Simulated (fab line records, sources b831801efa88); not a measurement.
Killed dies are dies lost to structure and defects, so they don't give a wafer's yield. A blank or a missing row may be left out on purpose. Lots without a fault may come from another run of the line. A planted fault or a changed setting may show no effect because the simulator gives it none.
fab line records | flow gf180mcu
record lots=14 wafers=42 last_day=34
route steps=602 shown NWELL@52 HV_LDD@207 SAB@265
lots that met no fault: from a run of the same line without faults
start_h: hours from the record's first day to the start of the lot's first wafer shown | wait_h: hours since the lot's step before | " the same as in the row above | L1.1+2: a row that stands for several wafers | - no value, or no start given | * or withheld: withheld | < > ~ a bound
route shown NAME@n: a module of which the file shows steps, and the number in the route of the first | usual: mean/standard deviation of fault-free wafers | same: alike in all rows | chamber/n: place in a boat | sites: the reading at each site | _std_site: their standard deviation | _edge_site: outer sites' mean less inner sites' | radius_mm: how far each site lies from the wafer's centre | mask NAME#n: copy n | behind: the tool/chamber that last shaped the wafer | hold: why the lot was held/for how many hours/how that ended | device: the transistor (n, p or np) that didn't switch | end of line: the same wafers' tests at the end of the route | a step without rows: its recipe alone | killed: dies lost to structure and defects at the first sort, not the wafer's yield | map: a wafer's dies, x killed, . not, _ none there
set.NAME: the setting as run; set.NAME@STEP: as run at that earlier step | model.NAME: the simulator's own value behind a step, which no gauge read
steps of the route over a sample of lots; a table a step, a row a wafer
services: from which hour (start_h, from the record's first day; less than 0 if before it) a tool's chamber was out of use, for how many hours, and why
## steps
# step GF_NWELL_STRIP_10
# recipe chemistry=O2/N2 power_w=1400 pressure_mtorr=1500 platen_temp_c=250 o2_flow_sccm=3000 n2_flow_sccm=300 overash_fraction=0.5
# usual drypump_motor_current_A=5.7/0.4 heater_power_w=358/41 oes_product_au=0.722/0.0044 strip_time_to_endpoint_s=36.89/0.11
# same overash_fraction=0.5
# columns lot.wafer tool chamber start_h wait_h drypump_motor_current_A heater_power_w oes_product_au rf_hours_counter_h strip_time_to_endpoint_s
L219.1 plasma_asher-03 1 60.81 0.1 5.6 303 0.721 40 36.84
L219.5 " 1 " " 5.6 302 0.725 - 36.91
L219.6 " 0 " " 6.4 331 0.715 - 36.75
L220.3 plasma_asher-02 0 68.00 0.1 5.6 318 0.720 - 37.09
L220.5 " 1 " " 6.0 333 0.721 - 37.12
L220.6 " 0 " " 5.6 315 0.710 - 37.19
L221.2 plasma_asher-04 0 70.33 0.1 5.2 425 0.724 40 37.03
L221.3 " 0 " " 5.2 418 0.722 - 37.01
L221.4 " 1 " " 5.7 379 0.722 - 37.05
L222.3 plasma_asher-04 0 79.46 0.1 5.1 405 0.725 - 37.04
L222.4 " 1 " " 5.7 389 0.717 - 36.92
L222.6 " 1 " " 5.8 390 0.719 - 37.09
L223.2 plasma_asher-03 0 83.02 0.1 6.4 337 0.723 43 36.88
L223.4 " 0 " " 6.4 329 0.717 - 36.91
L223.6 " 0 " " 6.4 325 0.726 - 36.78
L224.2 plasma_asher-03 1 88.51 0.1 5.6 298 0.718 43 36.74
L224.3 " 1 " " 5.6 305 0.724 - 36.70
L224.4 " 0 " " 6.4 325 0.726 - 36.67
L225.2 plasma_asher-04 0 93.66 0.1 5.2 420 0.724 42 36.91
L225.3 " 1 " " 5.7 381 0.714 - 36.97
L225.4 " 0 " " 5.1 407 0.728 - 36.97
L226.3 plasma_asher-03 1 102.82 0.1 5.6 309 0.720 - 36.85
L226.4 " 0 " " 6.4 333 0.716 - 36.85
L226.6 " 1 " " 5.6 306 0.719 - 36.86
L232.2 plasma_asher-04 0 135.42 0.1 5.1 415 0.717 47 36.85
L232.3 " 1 " " 5.7 387 0.723 - 36.91
L232.5 " 1 " " 5.7 386 0.719 - 36.88
L234.1 plasma_asher-04 0 143.72 0.1 5.2 418 0.721 48 36.75
L234.4 " 0 " " 5.2 420 0.721 - 36.77
L234.5 " 1 " " 5.7 377 0.727 - 36.89
L237.2 plasma_asher-03 1 157.76 0.1 5.6 306 0.719 4 36.90
L237.3 " 0 " " 6.4 350 0.728 - 37.01
L237.6 " 1 " " 5.6 310 0.725 - 36.91
L238.2 plasma_asher-02 1 165.66 0.1 6.0 354 0.725 39 36.99
L238.5 " 0 " " 5.6 323 0.719 - 37.01
L238.6 " 1 " " 6.0 355 0.718 - 36.97
L239.1 plasma_asher-03 1 171.91 0.1 5.6 311 0.717 5 36.87
L239.4 " 0 " " 6.4 351 0.725 - 36.96
L239.5 " 1 " " 5.6 308 0.715 - 36.92
L241.1 plasma_asher-02 1 180.77 0.1 6.0 350 0.724 41 37.02
L241.5 " 0 " " 5.6 315 0.733 - 36.92
L241.6 " 1 " " 6.0 358 0.719 - 37.04
# step GF_HV_LDD_CD_MEAS_31
# recipe target_cd_nm=400
# usual cd_nm=399.3/2.4
# columns lot.wafer tool chamber start_h wait_h cd_nm
L219.1 cd_sem-01 - 260.04 0.1 397.8
L219.5 " - " " 397.5
L219.6 " - " " 396.8
L220.3 cd_sem-02 - 269.78 0.1 400.7
L220.5 " - " " 400.6
L220.6 " - " " 400.9
L221.2 cd_sem-01 - 272.46 0.1 395.6
L221.3 " - " " 397.4
L221.4 " - " " 394.4
L222.3 cd_sem-02 - 284.78 0.1 400.9
L222.4 " - " " 399.7
L222.6 " - " " 401.1
L223.2 cd_sem-02 - 292.56 0.1 403.8
L223.4 " - " " 402.1
L223.6 " - " " 401.6
L224.2 cd_sem-02 - 296.64 0.1 396.9
L224.3 " - " " 397.1
L224.4 " - " " 398.7
L225.2 cd_sem-01 - 305.51 0.1 402.3
L225.3 " - " " 402.5
L225.4 " - " " 398.8
L226.3 cd_sem-02 - 318.38 0.1 398.2
L226.4 " - " " 399.2
L226.6 " - " " 399.4
L232.2 cd_sem-01 - 369.95 0.1 399.9
L232.3 " - " " 398.7
L232.5 " - " " 397.5
L234.1 cd_sem-02 - 376.38 0.1 399.6
L234.4 " - " " 400.2
L234.5 " - " " 398.4
L237.2 cd_sem-02 - 400.66 0.1 397.8
L237.3 " - " " 399.9
L237.6 " - " " 398.2
L238.2 cd_sem-02 - 410.30 0.1 400.5
L238.5 " - " " 400.6
L238.6 " - " " 403.7
L239.1 cd_sem-02 - 416.77 0.1 399.9
L239.4 " - " " 401.6
L239.5 " - " " 401.2
L241.1 cd_sem-02 - 429.63 0.1 402.6
L241.5 " - " " 403.6
L241.6 " - " " 404.4
# step GF_HV_LDD_IMPLANT_33
# recipe species=P energy_kev=60 dose_cm2=7.5e+12 tilt_deg=30 rotation_deg=0
# usual beam_energy_keV=59.997/0.018 beam_on_s=9.99/0.21
# columns lot.wafer tool chamber start_h wait_h beam_energy_keV beam_on_s
L219.1 implanter-01 0 260.20 0.0 60.001 10.10
L219.5 " 0 " " 59.975 9.86
L219.6 " 0 " " 60.013 9.68
L220.3 implanter-02 0 269.94 0.1 59.985 9.92
L220.5 " 0 " " 60.003 10.25
L220.6 " 0 " " 60.000 9.76
L221.2 implanter-01 0 272.62 0.0 59.988 9.73
L221.3 " 0 " " 60.015 10.04
L221.4 " 0 " " 60.018 9.84
L222.3 implanter-03 0 284.94 0.1 60.010 9.93
L222.4 " 0 " " 60.009 10.17
L222.6 " 0 " " 60.030 10.14
L223.2 implanter-03 0 292.72 0.0 59.969 9.74
L223.4 " 0 " " 59.982 10.06
L223.6 " 0 " " 59.997 9.66
L224.2 implanter-03 0 296.80 0.0 59.976 9.91
L224.3 " 0 " " 60.010 10.21
L224.4 " 0 " " 60.008 9.79
L225.2 implanter-01 0 305.67 0.0 59.996 9.94
L225.3 " 0 " " 60.017 10.00
L225.4 " 0 " " 60.018 9.98
L226.3 implanter-01 0 318.54 0.1 60.005 9.66
L226.4 " 0 " " 60.003 9.67
L226.6 " 0 " " 59.979 9.92
L232.2 implanter-01 - 370.14 0.0 - -
L232.3 " - " " - -
L232.5 " - " " - -
L234.1 implanter-01 - 376.54 0.0 - -
L234.4 " - " " - -
L234.5 " - " " - -
L237.2 implanter-02 0 400.82 0.0 60.018 10.30
L237.3 " 0 " " 59.974 9.72
L237.6 " 0 " " 59.958 9.70
L238.2 implanter-03 0 410.47 0.0 60.007 10.14
L238.5 " 0 " " 60.007 10.22
L238.6 " 0 " " 60.000 9.95
L239.1 implanter-02 0 416.93 0.0 60.014 10.04
L239.4 " 0 " " 60.007 9.98
L239.5 " 0 " " 60.003 10.04
L241.1 implanter-02 0 429.79 0.0 59.985 9.90
L241.5 " 0 " " 59.972 10.08
L241.6 " 0 " " 59.966 9.82
# step GF_HV_LDD_TW_MEAS_38
# usual HV_LDD_3_TW=1452/19
# columns lot.wafer tool chamber start_h wait_h HV_LDD_3_TW
L219.1 film_metro-02 - 260.89 0.1 1432
L219.5 " - " " 1412
L219.6 " - " " 1422
L220.3 film_metro-02 - 270.61 0.1 1430
L220.5 " - " " 1426
L220.6 " - " " 1427
L221.2 film_metro-02 - 273.30 0.1 1433
L221.3 " - " " 1434
L221.4 " - " " 1436
L222.3 film_metro-01 - 285.61 0.1 1462
L222.4 " - " " 1458
L222.6 " - " " 1458
L223.2 film_metro-03 - 293.40 0.1 1473
L223.4 " - " " 1473
L223.6 " - " " 1478
L224.2 film_metro-01 - 297.49 0.1 1454
L224.3 " - " " 1457
L224.4 " - " " 1454
L225.2 film_metro-03 - 306.35 0.1 1480
L225.3 " - " " 1480
L225.4 " - " " 1484
L226.3 film_metro-01 - 319.21 0.1 1450
L226.4 " - " " 1448
L226.6 " - " " 1445
L232.2 film_metro-01 - 370.83 0.1 1320
L232.3 " - " " 1326
L232.5 " - " " 1323
L234.1 film_metro-03 - 377.24 0.1 1347
L234.4 " - " " 1334
L234.5 " - " " 1339
L237.2 film_metro-03 - 401.50 0.1 1465
L237.3 " - " " 1461
L237.6 " - " " 1472
L238.2 film_metro-03 - 411.15 0.1 1474
L238.5 " - " " 1474
L238.6 " - " " 1470
L239.1 film_metro-03 - 417.63 0.1 1463
L239.4 " - " " 1463
L239.5 " - " " 1455
L241.1 film_metro-03 - 430.49 0.1 1459
L241.5 " - " " 1473
L241.6 " - " " 1471
# step GF_HV_LDD_RS_MEAS_53
# recipe thk_meas_gauge=four-point-probe
# usual HV_LDD_RS=417.9/0.89
# columns lot.wafer tool chamber start_h wait_h HV_LDD_RS[ohm/sq]
L219.1 film_metro-03 - 279.67 0.1 418.6
L219.5 " - " " 417.9
L219.6 " - " " 416.7
L220.3 film_metro-02 - 290.11 0.1 418.3
L220.5 " - " " 417.9
L220.6 " - " " 416.6
L221.2 film_metro-03 - 294.02 0.1 416.7
L221.3 " - " " 417.3
L221.4 " - " " 417.1
L222.3 film_metro-03 - 306.24 0.1 418.0
L222.4 " - " " 418.9
L222.6 " - " " 417.6
L223.2 film_metro-03 - 313.77 0.1 417.5
L223.4 " - " " 416.5
L223.6 " - " " 418.1
L224.2 film_metro-02 - 318.09 0.1 417.8
L224.3 " - " " 419.1
L224.4 " - " " 418.0
L225.2 film_metro-03 - 327.54 0.1 418.0
L225.3 " - " " 418.5
L225.4 " - " " 418.6
L226.3 film_metro-02 - 340.52 0.1 418.6
L226.4 " - " " 417.2
L226.6 " - " " 417.1
L232.2 film_metro-02 - 394.16 0.1 439.9
L232.3 " - " " 439.4
L232.5 " - " " 439.0
L234.1 film_metro-02 - 400.82 0.1 439.9
L234.4 " - " " 438.6
L234.5 " - " " 437.9
L237.2 film_metro-01 - 425.40 0.1 417.1
L237.3 " - " " 417.6
L237.6 " - " " 417.3
L238.2 film_metro-01 - 435.93 0.1 418.5
L238.5 " - " " 417.6
L238.6 " - " " 416.3
L239.1 film_metro-03 - 442.07 0.1 420.3
L239.4 " - " " 419.8
L239.5 " - " " 420.2
L241.1 film_metro-02 - 455.22 0.1 417.6
L241.5 " - " " 417.1
L241.6 " - " " 417.0
# step GF_SAB_THK_MEAS_01
# recipe reads=SiO2_of_SAB_CVD_00
# usual SAB_CVD_00_THK=49.6/0.63
# columns lot.wafer tool chamber start_h wait_h SAB_CVD_00_THK[nm]
L219.1 film_metro-01 - 324.39 0.0 49.4
L219.5 " - " " 50.2
L219.6 " - " " 50.4
L220.3 film_metro-02 - 335.90 0.0 49.1
L220.5 " - " " 48.8
L220.6 " - " " 50.2
L221.2 film_metro-04 - 339.28 0.1 50.1
L221.3 " - " " 49.7
L221.4 " - " " 50.2
L222.3 film_metro-01 - 351.72 0.0 50.0
L222.4 " - " " 49.8
L222.6 " - " " 49.7
L223.2 film_metro-04 - 360.56 0.0 48.6
L223.4 " - " " 49.4
L223.6 " - " " 49.4
L224.2 film_metro-01 - 365.74 0.0 48.2
L224.3 " - " " 49.2
L224.4 " - " " 49.7
L225.2 film_metro-01 - 375.99 0.0 49.1
L225.3 " - " " 48.7
L225.4 " - " " 49.7
L226.3 film_metro-04 - 389.02 0.0 49.5
L226.4 " - " " 50.2
L226.6 " - " " 49.3
L237.2 film_metro-01 - 477.34 0.0 49.0
L237.3 " - " " 49.8
L237.6 " - " " 50.2
L238.2 film_metro-01 - 488.40 0.0 49.1
L238.5 " - " " 49.7
L238.6 " - " " 49.3
L239.1 film_metro-02 - 494.38 0.0 48.8
L239.4 " - " " 49.3
L239.5 " - " " 50.2
L241.1 film_metro-02 - 506.27 0.0 50.1
L241.5 " - " " 50.8
L241.6 " - " " 50.0
## services
# columns tool chamber start_h hours kind
implanter-01 - 62.08 8.0 pm
implanter-03 - 70.02 106.0 repair
plasma_asher-04 - 74.73 2.8 pm
implanter-02 - 96.16 2.1 pm
implanter-01 - 99.93 2.0 repair
plasma_asher-03 - 108.75 9.0 pm
implanter-01 - 109.40 1.2 repair
plasma_asher-04 - 125.94 0.4 repair
plasma_asher-04 - 175.00 3.5 repair
plasma_asher-04 - 179.18 1.7 repair
plasma_asher-03 - 197.43 6.9 repair
plasma_asher-04 - 221.25 3.4 repair
implanter-02 - 223.98 6.3 repair
implanter-01 - 224.25 0.9 repair
plasma_asher-03 - 227.18 2.8 pm
implanter-02 - 242.97 4.9 repair
implanter-02 - 244.65 1.1 repair
implanter-03 - 263.76 3.5 pm
implanter-01 - 275.65 2.3 repair
implanter-02 - 304.53 2.4 repair
plasma_asher-04 - 305.50 0.6 repair
implanter-03 - 329.53 7.7 repair
implanter-03 - 342.70 3.9 pm
plasma_asher-03 - 389.78 2.5 repair
## key
first_sign step=GF_HV_LDD_IMPLANT_33 reading=tool_record direction=missing
effect step=GF_HV_LDD_TW_MEAS_38 reading=HV_LDD_3_TW direction=down sigmas=6.2 usual=1452 struck=1332
effect step=GF_HV_LDD_RS_MEAS_53 reading=HV_LDD_RS direction=up sigmas=24 usual=417.9 struck=439.1
met_at GF_HV_LDD_IMPLANT_33
struck_lots L232,L234
later_rows_left_out L232.2,L232.3,L232.5,L234.1,L234.4,L234.5
sort_left_out L232.2,L232.3,L232.5,L234.1,L234.4,L234.5
tester_left_out L232,L234
not_acting_at GF_NWELL_STRIP_10,GF_HV_LDD_CD_MEAS_31,GF_SAB_THK_MEAS_01
onset_between 318.54 370.14
fault kind=skipped_step_whole tool=implanter-01 chamber=- onset_h=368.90 steps=GF_HV_LDD_IMPLANT_33 scope=struck_lots_only
# tester_left_out: of these lots the tester's yield and bins aren't shown, on N5 and GAA mostly nor the transistor test; their killed dies are dies lost to structure and defects alone, not to doping, threshold or leakage, so they don't give the yield
# sort_left_out: the simulated sort isn't trusted on such a fault, so these wafers' sort isn't shown, and their yield isn't known
# later_rows_left_out: the simulator's readings of these wafers behind a module that went badly wrong aren't trusted and aren't shown, but for the sort
